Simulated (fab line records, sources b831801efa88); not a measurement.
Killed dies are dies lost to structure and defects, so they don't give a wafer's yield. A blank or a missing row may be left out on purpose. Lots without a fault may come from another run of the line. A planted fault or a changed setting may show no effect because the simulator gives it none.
fab line records | flow sky130
record lots=6 wafers=18 last_day=50
route steps=708 shown LDD_N@244 LDD_P@255 PAD_OPEN@708
lots that met no fault: from a run of the same line without faults
start_h: hours from the record's first day to the start of the lot's first wafer shown | wait_h: hours since the lot's step before | " the same as in the row above | L1.1+2: a row that stands for several wafers | - no value, or no start given | * or withheld: withheld | < > ~ a bound
route shown NAME@n: a module of which the file shows steps, and the number in the route of the first | usual: mean/standard deviation of fault-free wafers | same: alike in all rows | chamber/n: place in a boat | sites: the reading at each site | _std_site: their standard deviation | _edge_site: outer sites' mean less inner sites' | radius_mm: how far each site lies from the wafer's centre | mask NAME#n: copy n | behind: the tool/chamber that last shaped the wafer | hold: why the lot was held/for how many hours/how that ended | device: the transistor (n, p or np) that didn't switch | end of line: the same wafers' tests at the end of the route | a step without rows: its recipe alone | killed: dies lost to structure and defects at the first sort, not the wafer's yield | map: a wafer's dies, x killed, . not, _ none there
set.NAME: the setting as run; set.NAME@STEP: as run at that earlier step | model.NAME: the simulator's own value behind a step, which no gauge read
lots at some steps of the route; a table a step, a row a wafer
services: from which hour (start_h, from the record's first day; less than 0 if before it) a tool's chamber was out of use, for how many hours, and why
## steps
# step SKY_LDD_N_OVL_MEAS_07
# usual LDD_N_OVL=-0.5/1.4
# columns lot.wafer tool chamber start_h wait_h LDD_N_OVL[nm]
L636.2 overlay-01 - 417.23 0.1 1.3
L636.3 " - " " -1.6
L636.6 " - " " -1.0
L641.3 overlay-01 - 465.48 0.1 1.3
L641.4 " - " " 1.4
L641.5 " - " " 0.8
L648.2 overlay-01 - 517.43 0.1 -2.6
L648.5 " - " " -1.4
L648.6 " - " " -1.0
L647.1 overlay-02 - 521.27 0.1 0.5
L647.5 " - " " 0.0
L647.6 " - " " 0.2
L650.3 overlay-01 - 539.46 0.1 -0.5
L650.5 " - " " -0.1
L650.6 " - " " 0.2
L658.1 overlay-02 - 604.56 0.1 -1.7
L658.2 " - " " -2.2
L658.3 " - " " -1.8
# step SKY_LDD_N_IMPLANT_08
# recipe species=As energy_kev=20 dose_cm2=7.5e+13 tilt_deg=withheld rotation_deg=23
# step SKY_LDD_N_IMPLANT_09
# recipe species=As energy_kev=20 dose_cm2=7.5e+13 tilt_deg=withheld rotation_deg=113
# step SKY_LDD_N_IMPLANT_10
# recipe species=As energy_kev=20 dose_cm2=7.5e+13 tilt_deg=withheld rotation_deg=203
# step SKY_LDD_N_IMPLANT_11
# recipe species=As energy_kev=20 dose_cm2=7.5e+13 tilt_deg=withheld rotation_deg=293
# step SKY_LDD_N_IMPLANT_12
# recipe species=BF2 energy_kev=50 dose_cm2=5e+12 tilt_deg=30 rotation_deg=0
# step SKY_LDD_N_IMPLANT_13
# recipe species=BF2 energy_kev=50 dose_cm2=5e+12 tilt_deg=30 rotation_deg=90
# step SKY_LDD_N_IMPLANT_14
# recipe species=BF2 energy_kev=50 dose_cm2=5e+12 tilt_deg=30 rotation_deg=180
# step SKY_LDD_N_IMPLANT_15
# recipe species=BF2 energy_kev=50 dose_cm2=5e+12 tilt_deg=30 rotation_deg=270
# step SKY_LDD_N_STRIP_16
# recipe chemistry=O2/N2 power_w=1400 pressure_mtorr=1500 platen_temp_c=withheld o2_flow_sccm=3000 n2_flow_sccm=300 overash_fraction=0.5
# usual drypump_motor_current_A=6.2/0.44 oes_product_au=0.410/0.0049 strip_time_to_endpoint_s=4.393/0.014
# columns lot.wafer tool chamber start_h wait_h drypump_motor_current_A oes_product_au rf_hours_counter_h strip_time_to_endpoint_s
L636.2 plasma_asher-01 1 418.46 0.1 6.4 0.409 74 4.387
L636.3 " 0 " " 6.7 0.412 - 4.407
L636.6 " 1 " " 6.4 0.413 - 4.383
L641.3 plasma_asher-01 0 466.74 0.1 6.7 0.416 - 4.391
L641.4 " 1 " " 6.4 0.413 - 4.371
L641.5 " 1 " " 6.3 0.409 - 4.376
L648.2 plasma_asher-01 0 518.66 0.1 6.7 0.411 8 4.377
L648.5 " 0 " " 6.7 0.407 - 4.403
L648.6 " 1 " " 6.4 0.412 - 4.395
L647.1 plasma_asher-01 1 522.51 0.1 6.4 0.412 9 4.388
L647.5 " 0 " " 6.7 0.408 - 4.392
L647.6 " 1 " " 6.4 0.405 - 4.397
L650.3 plasma_asher-01 1 540.72 0.1 6.4 0.415 - 4.391
L650.5 " 0 " " 6.7 0.400 - 4.406
L650.6 " 1 " " 6.4 0.410 - 4.392
L658.1 plasma_asher-01 0 605.79 0.1 6.7 0.407 17 4.422
L658.2 " 1 " " 6.4 0.411 17 4.413
L658.3 " 0 " " 6.7 0.414 - 4.427
# step SKY_LDD_N_TW_MEAS_17
# usual LDD_N_TW=2590/18
# columns lot.wafer tool chamber start_h wait_h LDD_N_TW
L636.2 film_metro-03 - 418.57 0.1 2592
L636.3 " - " " 2604
L636.6 " - " " 2601
L641.3 film_metro-03 - 466.83 0.1 2588
L641.4 " - " " 2570
L641.5 " - " " 2585
L648.2 film_metro-01 - 518.77 0.1 2584
L648.5 " - " " 2586
L648.6 " - " " 2578
L647.1 film_metro-01 - 522.61 0.1 2584
L647.5 " - " " 2575
L647.6 " - " " 2589
L650.3 film_metro-04 - 540.81 0.1 2637
L650.5 " - " " 2632
L650.6 " - " " 2613
L658.1 film_metro-03 - 605.89 0.1 2585
L658.2 " - " " 2591
L658.3 " - " " 2589
# step SKY_LDD_P_DEHYDRATE_00
# recipe temp_c=200 time_s=60
# step SKY_LDD_P_HMDS_01
# recipe prime_time_s=60 prime_temp_c=120
# usual prime_temp_c=119.98/0.13
# columns lot.wafer tool chamber start_h wait_h prime_temp_c
L636.2 litho_track-04 0 433.66 0.1 119.77
L636.3 " 0 " " 119.94
L636.6 " 0 " " 119.97
L641.3 litho_track-01 0 481.10 0.1 119.68
L641.4 " 0 " " 119.81
L641.5 " 0 " " 119.85
L648.2 litho_track-04 0 534.26 0.1 117.72
L648.5 " 0 " " 117.70
L648.6 " 0 " " 117.86
L647.1 litho_track-01 0 537.15 0.1 120.02
L647.5 " 0 " " 119.97
L647.6 " 0 " " 120.00
L650.3 litho_track-04 0 555.88 0.1 117.90
L650.5 " 0 " " 117.84
L650.6 " 0 " " 117.62
L658.1 litho_track-01 0 620.45 0.1 120.23
L658.2 " 0 " " 120.11
L658.3 " 0 " " 120.07
# step SKY_LDD_P_COAT_02
# recipe resist=NOVOLAK spin_rpm=3000 resist_thk_nm=1140
# step SKY_PAD_OPEN_PROBE_99
# usual killed_at_M0_to_M3=44/6.8 killed_at_M4_up=2.9/1.7 killed_at_contacts=24/5.2 killed_at_front_end=15/4 killed_at_other=0.2/0.44 killed_dies=86/9.9 killed_open=47/7.9 killed_short=39/6.3
# same gross_dies=492 killed_at_back_side=0
# columns lot.wafer tool chamber start_h wait_h killed_at_M0_to_M3 killed_at_M4_up killed_at_contacts killed_at_front_end killed_at_other killed_dies killed_open killed_short
L636.2 prober-02 - 1092.32 0.1 38 6 21 14 0 79 39 40
L636.3 prober-02 - 1092.37 0.2 38 1 19 13 0 71 39 31
L636.6 prober-02 - 1092.52 0.2 40 2 26 13 0 81 40 39
L641.3 prober-01 - 1119.83 0.2 38 1 24 14 0 77 47 30
L641.4 prober-01 - 1119.88 0.2 45 1 25 11 0 82 44 38
L641.5 prober-01 - 1119.93 0.2 45 3 26 12 0 86 50 35
L648.2 prober-01 - 1155.51 0.1 50 1 15 13 0 79 44 35
L648.5 prober-01 - 1155.66 0.2 39 2 28 10 0 79 50 29
L648.6 prober-01 - 1155.71 0.2 32 4 27 12 1 76 38 37
L647.1 prober-02 - 1158.69 0.1 53 5 20 19 0 97 51 46
L647.5 prober-02 - 1158.89 0.2 49 1 24 5 1 80 36 44
L647.6 prober-02 - 1158.94 0.2 44 2 17 15 1 79 42 37
L650.3 prober-02 - 1167.15 0.2 50 0 24 16 0 90 49 40
L650.5 prober-02 - 1167.25 0.2 43 0 20 16 0 79 45 34
L650.6 prober-02 - 1167.30 0.2 49 2 25 9 0 85 46 39
L658.1 prober-02 - 1202.69 0.1 50 5 27 18 1 101 59 42
L658.2 prober-02 - 1202.74 0.1 43 3 20 17 0 83 52 31
L658.3 prober-02 - 1202.79 0.2 43 2 26 17 0 88 56 32
# killed by level:class
L636.2 LI_CONTACT:geometric_particle:open=7 CONTACT:geometric_particle:short=6 CONTACT:geometric_particle:open=6 VIA2:geometric_particle:open=6 METAL1:geometric_particle:short=5 VIA1:geometric_particle:short=5 VIA1:geometric_particle:open=5 METAL2:geometric_particle:short=5
L636.3 VIA1:geometric_particle:open=11 CONTACT:geometric_particle:open=7 VIA3:geometric_particle:open=7 FIELD_ISO:geometric_particle:short=5 METAL1:geometric_particle:short=5 VIA2:geometric_particle:open=5 POLY_GATE:geometric_particle:short=4 LOCAL_INTERCONNECT:geometric_particle:short=4
L636.6 CONTACT:geometric_particle:open=10 VIA1:geometric_particle:open=8 VIA1:geometric_particle:short=8 LI_CONTACT:geometric_particle:open=7 VIA3:geometric_particle:open=6 VIA3:geometric_particle:short=6 POLY_GATE:geometric_particle:short=4 CONTACT:geometric_particle:short=4
L641.3 VIA1:geometric_particle:open=13 CONTACT:geometric_particle:open=12 FIELD_ISO:geometric_particle:open=8 METAL1:geometric_particle:short=7 FIELD_ISO:geometric_particle:short=4 LI_CONTACT:geometric_particle:open=4 CONTACT:geometric_particle:short=4 VIA1:geometric_particle:short=3
L641.4 VIA1:geometric_particle:open=10 LI_CONTACT:geometric_particle:open=8 CONTACT:geometric_particle:open=8 METAL1:geometric_particle:short=5 VIA1:geometric_particle:short=5 METAL2:geometric_particle:short=5 VIA2:geometric_particle:open=5 METAL3:geometric_particle:short=4
L641.5 VIA1:geometric_particle:open=13 CONTACT:geometric_particle:open=11 VIA3:geometric_particle:open=9 LI_CONTACT:geometric_particle:open=6 METAL1:geometric_particle:short=5 VIA1:geometric_particle:short=5 FIELD_ISO:geometric_particle:open=4 METAL2:geometric_particle:short=4
L648.2 METAL1:geometric_particle:short=12 VIA1:geometric_particle:open=11 CONTACT:geometric_particle:open=7 VIA3:geometric_particle:open=5 VIA2:geometric_particle:open=5 LI_CONTACT:geometric_particle:open=5 VIA3:geometric_particle:short=5 VIA1:geometric_particle:short=4
L648.5 CONTACT:geometric_particle:open=12 VIA1:geometric_particle:open=10 LI_CONTACT:geometric_particle:open=8 METAL1:geometric_particle:short=8 VIA2:geometric_particle:open=7 CONTACT:geometric_particle:short=6 VIA3:geometric_particle:open=4 VIA1:geometric_particle:short=3
L648.6 CONTACT:geometric_particle:open=12 CONTACT:geometric_particle:short=7 VIA1:geometric_particle:open=6 FIELD_ISO:geometric_particle:short=5 METAL1:geometric_particle:short=5 VIA3:geometric_particle:open=5 FIELD_ISO:geometric_particle:open=4 LI_CONTACT:geometric_particle:open=3
L647.1 VIA1:geometric_particle:open=14 CONTACT:geometric_particle:open=8 VIA1:geometric_particle:short=8 METAL1:geometric_particle:short=7 VIA2:geometric_particle:open=7 VIA3:geometric_particle:open=7 FIELD_ISO:geometric_particle:open=5 METAL4:geometric_particle:short=5
L647.5 VIA1:geometric_particle:open=11 CONTACT:geometric_particle:open=9 METAL1:geometric_particle:short=9 VIA1:geometric_particle:short=7 CONTACT:geometric_particle:short=5 METAL2:geometric_particle:short=5 VIA2:geometric_particle:short=4 LI_CONTACT:geometric_particle:open=4
L647.6 METAL1:geometric_particle:short=8 VIA1:geometric_particle:open=8 CONTACT:geometric_particle:open=6 VIA3:geometric_particle:open=6 VIA2:geometric_particle:open=5 METAL2:geometric_particle:short=5 LOCAL_INTERCONNECT:geometric_particle:short=4 FIELD_ISO:geometric_particle:open=3
L650.3 VIA1:geometric_particle:open=13 LI_CONTACT:geometric_particle:open=10 CONTACT:geometric_particle:open=7 METAL1:geometric_particle:short=7 METAL2:geometric_particle:short=6 VIA2:geometric_particle:short=5 VIA2:geometric_particle:open=5 POLY_GATE:geometric_particle:open=4
L650.5 POLY_GATE:geometric_particle:open=7 VIA1:geometric_particle:open=7 METAL1:geometric_particle:short=6 VIA2:geometric_particle:open=6 VIA1:geometric_particle:short=5 LOCAL_INTERCONNECT:geometric_particle:open=4 VIA3:geometric_particle:open=4 CONTACT:geometric_particle:open=4
L650.6 CONTACT:geometric_particle:open=11 VIA1:geometric_particle:open=9 METAL1:geometric_particle:short=7 VIA2:geometric_particle:short=7 POLY_GATE:geometric_particle:open=6 METAL2:geometric_particle:short=6 LI_CONTACT:geometric_particle:open=5 VIA3:geometric_particle:open=5
L658.1 VIA1:geometric_particle:open=14 CONTACT:geometric_particle:open=11 LI_CONTACT:geometric_particle:open=8 FIELD_ISO:geometric_particle:open=6 VIA3:geometric_particle:open=6 VIA3:geometric_particle:short=5 VIA1:geometric_particle:short=5 VIA2:geometric_particle:open=5
L658.2 VIA1:geometric_particle:open=11 CONTACT:geometric_particle:open=7 VIA1:geometric_particle:short=7 METAL1:geometric_particle:open=6 VIA2:geometric_particle:open=6 FIELD_ISO:geometric_particle:open=4 LI_CONTACT:geometric_particle:open=4 CONTACT:geometric_particle:short=4
L658.3 VIA1:geometric_particle:open=11 CONTACT:geometric_particle:open=9 VIA3:geometric_particle:open=8 POLY_GATE:geometric_particle:open=7 LOCAL_INTERCONNECT:geometric_particle:short=7 LI_CONTACT:geometric_particle:open=5 METAL1:geometric_particle:short=5 VIA2:geometric_particle:open=4
## services
# columns tool chamber start_h hours kind
plasma_asher-01 - 421.33 9.0 pm
plasma_asher-01 0 421.33 9.0 vent_cycle
plasma_asher-01 1 421.33 9.0 vent_cycle
plasma_asher-01 0 430.33 - clean
plasma_asher-01 1 430.33 - clean
plasma_asher-01 - 475.39 5.9 repair
## key
first_sign step=SKY_LDD_P_HMDS_01 reading=prime_temp_c direction=down sigmas=17 usual=* struck=*
effect none on later readings
met_at SKY_LDD_P_HMDS_01
struck_wafers L648.2,L648.5,L648.6,L650.3,L650.5,L650.6
tester_left_out L648,L650
onset_between 433.66 534.26
fault kind=process_parameter_drift tool=litho_track-04 chamber=- onset_h=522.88 steps=SKY_LDD_P_HMDS_01 channel=prime_temp_c offset=* shape=step end_h=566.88 acts_in=* stated=*
# tester_left_out: of these lots the tester's yield and bins aren't shown, on N5 and GAA mostly nor the transistor test; their killed dies are dies lost to structure and defects alone, not to doping, threshold or leakage, so they don't give the yield
